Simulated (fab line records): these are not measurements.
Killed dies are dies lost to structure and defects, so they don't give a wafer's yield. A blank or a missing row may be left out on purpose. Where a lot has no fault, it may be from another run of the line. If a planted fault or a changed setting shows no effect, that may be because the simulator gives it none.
Which tool did it? || flow gf180mcu || 14 lots, 42 wafers sampled, at 5 steps of a route of 602

== WHAT THE GAUGES READ, wafer by wafer ==
GF_PSD_CD_MEAS_07: target cd 400 nm.
{"lot": "L187", "measured": "day 14 06:25", "on": "cdSem-02", "cdNm (nm)": "401.4 402.2 401.1"}
{"lot": "L188", "measured": "day 14 14:47", "on": "cdSem-02", "cdNm (nm)": "401.5 401.2 401.0"}
{"lot": "L189", "measured": "day 14 17:51", "on": "cdSem-01", "cdNm (nm)": "404.0 403.0 401.5"}
{"lot": "L191", "measured": "day 15 19:53", "on": "cdSem-01", "cdNm (nm)": "403.3 401.0 404.0"}
{"lot": "L195", "measured": "day 17 03:35", "on": "cdSem-02", "cdNm (nm)": "400.7 400.5 398.6"}
{"lot": "L196", "measured": "day 17 10:05", "on": "cdSem-01", "cdNm (nm)": "398.4 398.9 398.7"}
{"lot": "L197", "measured": "day 17 19:08", "on": "cdSem-01", "cdNm (nm)": "398.6 398.1 400.7"}
{"lot": "L202", "measured": "day 19 12:54", "on": "cdSem-01", "cdNm (nm)": "399.8 400.1 399.7"}
{"lot": "L204", "measured": "day 20 03:26", "on": "cdSem-02", "cdNm (nm)": "402.9 403.1 402.4"}
{"lot": "L205", "measured": "day 20 11:04", "on": "cdSem-01", "cdNm (nm)": "397.1 396.3 398.0"}
{"lot": "L206", "measured": "day 20 19:53", "on": "cdSem-01", "cdNm (nm)": "397.8 397.8 398.7"}
{"lot": "L208", "measured": "day 21 14:17", "on": "cdSem-02", "cdNm (nm)": "401.6 401.1 402.1"}
{"lot": "L209", "measured": "day 21 16:58", "on": "cdSem-01", "cdNm (nm)": "397.4 399.3 398.8"}
{"lot": "L210", "measured": "day 22 04:46", "on": "cdSem-02", "cdNm (nm)": "397.7 398.6 400.0"}

GF_SAB_THK_MEAS_01.
{"lot": "L187", "measured": "day 14 07:16", "on": "filmMetro-02", "SAB_CVD_00_THK (nm)": "49.0 50.5 50.5"}
{"lot": "L188", "measured": "day 14 15:40", "on": "filmMetro-02", "SAB_CVD_00_THK (nm)": "50.7 50.1 50.6"}
{"lot": "L189", "measured": "day 14 18:42", "on": "filmMetro-04", "SAB_CVD_00_THK (nm)": "49.4 49.5 50.1"}
{"lot": "L191", "measured": "day 15 20:45", "on": "filmMetro-04", "SAB_CVD_00_THK (nm)": "50.5 49.4 49.8"}
{"lot": "L195", "measured": "day 17 04:26", "on": "filmMetro-04", "SAB_CVD_00_THK (nm)": "50.2 50.1 50.8"}
{"lot": "L196", "measured": "day 17 10:58", "on": "filmMetro-02", "SAB_CVD_00_THK (nm)": "49.5 56.0 57.2"}
{"lot": "L197", "measured": "day 17 20:00", "on": "filmMetro-04", "SAB_CVD_00_THK (nm)": "50.2 56.6 56.6"}
{"lot": "L202", "measured": "day 19 13:46", "on": "filmMetro-02", "SAB_CVD_00_THK (nm)": "48.0 50.1 50.5"}
{"lot": "L204", "measured": "day 20 04:24", "on": "filmMetro-02", "SAB_CVD_00_THK (nm)": "49.8 50.2 50.7"}
{"lot": "L205", "measured": "day 20 11:58", "on": "filmMetro-02", "SAB_CVD_00_THK (nm)": "48.8 50.1 50.5"}
{"lot": "L206", "measured": "day 20 20:47", "on": "filmMetro-02", "SAB_CVD_00_THK (nm)": "50.3 49.7 50.1"}
{"lot": "L208", "measured": "day 21 15:08", "on": "filmMetro-02", "SAB_CVD_00_THK (nm)": "49.6 50.7 50.0"}
{"lot": "L209", "measured": "day 21 17:49", "on": "filmMetro-02", "SAB_CVD_00_THK (nm)": "49.9 50.2 50.7"}
{"lot": "L210", "measured": "day 22 05:37", "on": "filmMetro-01", "SAB_CVD_00_THK (nm)": "50.2 50.5 50.1"}

GF_CONTACT_THK_MEAS_03.
{"lot": "L187", "measured": "day 15 05:10", "on": "filmMetro-04", "CONTACT_CVD_02_THK (nm)": "843 855 859"}
{"lot": "L188", "measured": "day 15 13:52", "on": "filmMetro-04", "CONTACT_CVD_02_THK (nm)": "849 863 863"}
{"lot": "L189", "measured": "day 15 16:44", "on": "filmMetro-02", "CONTACT_CVD_02_THK (nm)": "854 858 866"}
{"lot": "L191", "measured": "day 16 20:09", "on": "filmMetro-02", "CONTACT_CVD_02_THK (nm)": "849 866 875"}
{"lot": "L195", "measured": "day 18 04:36", "on": "filmMetro-04", "CONTACT_CVD_02_THK (nm)": "846 857 854"}
{"lot": "L196", "measured": "day 18 11:11", "on": "filmMetro-02", "CONTACT_CVD_02_THK (nm)": "839 860 866"}
{"lot": "L197", "measured": "day 18 21:22", "on": "filmMetro-04", "CONTACT_CVD_02_THK (nm)": "864 882 880"}
{"lot": "L202", "measured": "day 20 15:14", "on": "filmMetro-04", "CONTACT_CVD_02_THK (nm)": "863 871 858"}
{"lot": "L204", "measured": "day 21 05:24", "on": "filmMetro-02", "CONTACT_CVD_02_THK (nm)": "858 864 859"}
{"lot": "L205", "measured": "day 21 12:47", "on": "filmMetro-02", "CONTACT_CVD_02_THK (nm)": "849 854 867"}
{"lot": "L206", "measured": "day 21 21:33", "on": "filmMetro-02", "CONTACT_CVD_02_THK (nm)": "851 867 870"}
{"lot": "L208", "measured": "day 22 15:50", "on": "filmMetro-02", "CONTACT_CVD_02_THK (nm)": "848 863 866"}
{"lot": "L209", "measured": "day 22 18:08", "on": "filmMetro-02", "CONTACT_CVD_02_THK (nm)": "860 865 867"}
{"lot": "L210", "measured": "day 23 05:49", "on": "filmMetro-02", "CONTACT_CVD_02_THK (nm)": "846 859 847"}

== TOOL THAT RAN EACH LOT (tool first, then ch and the chambers of the sampled wafers, then the start) ==
{"lot": "L187", "GF_SAB_CVD_00": "pecvd-03 ch 0,2, day 14 07:13", "GF_SALICIDE_RTA_06": "rtpAnneal-01 ch 0, day 15 04:42"}
{"lot": "L188", "GF_SAB_CVD_00": "pecvd-01 ch 0,1,2, day 14 15:35", "GF_SALICIDE_RTA_06": "rtpAnneal-01 ch 0, day 15 13:25"}
{"lot": "L189", "GF_SAB_CVD_00": "pecvd-03 ch 1,2, day 14 18:40", "GF_SALICIDE_RTA_06": "rtpAnneal-02 ch 0, day 15 16:16"}
{"lot": "L191", "GF_SAB_CVD_00": "pecvd-03 ch 0,1,2, day 15 20:44", "GF_SALICIDE_RTA_06": "rtpAnneal-01 ch 0, day 16 19:34"}
{"lot": "L195", "GF_SAB_CVD_00": "pecvd-01 ch 0,1, day 17 04:25", "GF_SALICIDE_RTA_06": "rtpAnneal-01 ch 0, day 18 04:08"}
{"lot": "L196", "GF_SAB_CVD_00": "pecvd-02 ch 0,1,2, day 17 10:56", "GF_SALICIDE_RTA_06": "rtpAnneal-01 ch 0, day 18 10:35"}
{"lot": "L197", "GF_SAB_CVD_00": "pecvd-02 ch 0,2, day 17 19:59", "GF_SALICIDE_RTA_06": "rtpAnneal-02 ch 0, day 18 20:36"}
{"lot": "L202", "GF_SAB_CVD_00": "pecvd-03 ch 0,1, day 19 13:44", "GF_SALICIDE_RTA_06": "rtpAnneal-01 ch 0, day 20 14:46"}
{"lot": "L204", "GF_SAB_CVD_00": "pecvd-01 ch 0,1,2, day 20 04:22", "GF_SALICIDE_RTA_06": "rtpAnneal-02 ch 0, day 21 04:57"}
{"lot": "L205", "GF_SAB_CVD_00": "pecvd-03 ch 0,1,2, day 20 11:56", "GF_SALICIDE_RTA_06": "rtpAnneal-02 ch 0, day 21 12:20"}
{"lot": "L206", "GF_SAB_CVD_00": "pecvd-03 ch 0,2, day 20 20:46", "GF_SALICIDE_RTA_06": "rtpAnneal-01 ch 0, day 21 21:05"}
{"lot": "L208", "GF_SAB_CVD_00": "pecvd-03 ch 1,2, day 21 15:07", "GF_SALICIDE_RTA_06": "rtpAnneal-02 ch 0, day 22 15:16"}
{"lot": "L209", "GF_SAB_CVD_00": "pecvd-02 ch 0,2, day 21 17:47", "GF_SALICIDE_RTA_06": "rtpAnneal-02 ch 0, day 22 17:40"}
{"lot": "L210", "GF_SAB_CVD_00": "pecvd-03 ch 1,2, day 22 05:35", "GF_SALICIDE_RTA_06": "rtpAnneal-02 ch 0, day 23 05:21"}
- GF_SAB_CVD_00: deposits SiO2 from TEOS, target thk 50 nm, time 4.9302 s.
- GF_SALICIDE_RTA_06: time 30 s.

== WHAT THE TOOLS THEMSELVES READ (means of the sampled wafers that have a number; where no wafer has one, the mark that the record gives instead) ==
GF_SAB_CVD_00.
{"lot": "L187", "tool": "pecvd-03", "heaterPowerW (W)": 631}
{"lot": "L188", "tool": "pecvd-01", "heaterPowerW (W)": 570}
{"lot": "L189", "tool": "pecvd-03", "heaterPowerW (W)": 590}
{"lot": "L191", "tool": "pecvd-03", "heaterPowerW (W)": 644}
{"lot": "L195", "tool": "pecvd-01", "heaterPowerW (W)": 533}
{"lot": "L196", "tool": "pecvd-02", "heaterPowerW (W)": 697}
{"lot": "L197", "tool": "pecvd-02", "heaterPowerW (W)": 674}
{"lot": "L202", "tool": "pecvd-03", "heaterPowerW (W)": 694}
{"lot": "L204", "tool": "pecvd-01", "heaterPowerW (W)": 531}
{"lot": "L205", "tool": "pecvd-03", "heaterPowerW (W)": 574}
{"lot": "L206", "tool": "pecvd-03", "heaterPowerW (W)": 627}
{"lot": "L208", "tool": "pecvd-03", "heaterPowerW (W)": 590}
{"lot": "L209", "tool": "pecvd-02", "heaterPowerW (W)": 736}
{"lot": "L210", "tool": "pecvd-03", "heaterPowerW (W)": 596}

GF_SALICIDE_RTA_06.
{"lot": "L187", "tool": "rtpAnneal-01", "lampPowerPct (%)": 7.00, "wafer_temp_C_max": 533.2}
{"lot": "L188", "tool": "rtpAnneal-01", "lampPowerPct (%)": 6.99, "wafer_temp_C_max": 533.1}
{"lot": "L189", "tool": "rtpAnneal-02", "lampPowerPct (%)": 6.62, "wafer_temp_C_max": 532.2}
{"lot": "L191", "tool": "rtpAnneal-01", "lampPowerPct (%)": 6.99, "wafer_temp_C_max": 532.7}
{"lot": "L195", "tool": "rtpAnneal-01", "lampPowerPct (%)": 7.00, "wafer_temp_C_max": 533.0}
{"lot": "L196", "tool": "rtpAnneal-01", "lampPowerPct (%)": 7.00, "wafer_temp_C_max": 532.4}
{"lot": "L197", "tool": "rtpAnneal-02", "lampPowerPct (%)": 6.62, "wafer_temp_C_max": 532.7}
{"lot": "L202", "tool": "rtpAnneal-01", "lampPowerPct (%)": 7.00, "wafer_temp_C_max": 532.7}
{"lot": "L204", "tool": "rtpAnneal-02", "lampPowerPct (%)": 6.62, "wafer_temp_C_max": 532.8}
{"lot": "L205", "tool": "rtpAnneal-02", "lampPowerPct (%)": 6.61, "wafer_temp_C_max": 533.0}
{"lot": "L206", "tool": "rtpAnneal-01", "lampPowerPct (%)": 7.00, "wafer_temp_C_max": 533.2}
{"lot": "L208", "tool": "rtpAnneal-02", "lampPowerPct (%)": 6.61, "wafer_temp_C_max": 532.4}
{"lot": "L209", "tool": "rtpAnneal-02", "lampPowerPct (%)": 6.62, "wafer_temp_C_max": 533.0}
{"lot": "L210", "tool": "rtpAnneal-02", "lampPowerPct (%)": 6.61, "wafer_temp_C_max": 532.8}

== THE ANSWER, worked out from the rows above alone ==
Rule: usual is defined by the lots themselves. The widest of any qualifying gaps counts: lots, ordered by their means at a reading, are off when they make up no more than a third of the lots, leave a main group of 4 or more, and stand apart from it by 3 or more times the standard deviation of that group's means. A main group is skipped when, at the precision printed for the reading in the tables above, its means are all equal. Also off: a lot with no number at a reading for which 4 or more lots have one. Where the step has rows for the other lots, those lots are counted as sound. Order of review: gauges by route order, followed by the tools' own readings, for which a lot's mean as printed above is used. The first step at which some lot is off is used, and at that step the reading that is off furthest; a lot without a number counts as furthest.
Off: L196, L197, at GF_SAB_THK_MEAS_01 (SAB_CVD_00_THK). The main group: mean 50.1 nm, standard deviation 0.27.
If a tool, at a process step before that reading, ran all the lots that are off and no sound lot after the first of them, it fits. Those tools and the gauges at GF_SAB_THK_MEAS_01 are tried in the same way. No candidate that was tried fits.

== WHAT THE SIMULATOR HAD INSERTED ==
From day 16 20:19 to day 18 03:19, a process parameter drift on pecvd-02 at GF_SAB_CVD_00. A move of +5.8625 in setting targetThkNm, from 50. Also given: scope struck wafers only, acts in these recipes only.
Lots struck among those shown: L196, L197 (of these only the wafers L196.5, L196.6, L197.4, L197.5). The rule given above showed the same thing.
